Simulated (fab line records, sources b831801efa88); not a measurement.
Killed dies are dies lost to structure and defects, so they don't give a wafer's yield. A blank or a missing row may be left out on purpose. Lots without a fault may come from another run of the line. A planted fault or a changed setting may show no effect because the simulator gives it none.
Chamber matching | flow sfq_line | SFQ_TRILAYER_I4_VIA_BARC_OPEN_VIA_ETCH_146 on rie_diel-04: 4 sister chambers
The step etches BARC in O2, target depth 125 nm, time 41.7 s. 4 wafers are shown with their chamber, then 7 later ones without.

WAFERS WITH THEIR CHAMBER
wafer  | chamber | oes_product_au (a.u.)
L179.1 | 3       | 0.685
L179.2 | 1       | 0.686
L180.3 | 2       | 0.689
L180.4 | 0       | 0.692

WAFERS WITHOUT THEIR CHAMBER
wafer  | oes_product_au (a.u.)
L180.6 | 0.686
L186.2 | 0.685
L186.3 | 0.687
L186.4 | 0.684
L192.2 | 0.695
L192.3 | 0.685
L192.4 | 0.687

WHICH CHAMBER EACH WENT THROUGH
wafer  | from the rows above          | in truth
L180.6 | can't be placed: 1 or 3      | 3
L186.2 | can't be placed: 3 or 1      | 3
L186.3 | can't be placed: 1 or 2 or 3 | 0
L186.4 | can't be placed: 3 or 1      | 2
L192.2 | 0                            | 0
L192.3 | can't be placed: 3 or 1      | 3
L192.4 | can't be placed: 1 or 2 or 3 | 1
Placed correctly: 1 of 7. Can't be placed from these rows: 6 (the true chamber is among the candidates in 4). Placed wrongly: 0.
How it was worked out, from the rows above alone: a wafer's distance from a chamber is the root of the sum, over the readings, of the square of ((its reading less the chamber's mean) divided by the reading's scatter). The wafer belongs to the nearest chamber; if the next one is less than 2 further off, it can't be placed. A chamber's mean is the mean of its shown wafers. The scatter: with one shown wafer a chamber, the root of the mean of the squares of how far each hidden wafer lies from its nearest shown one.
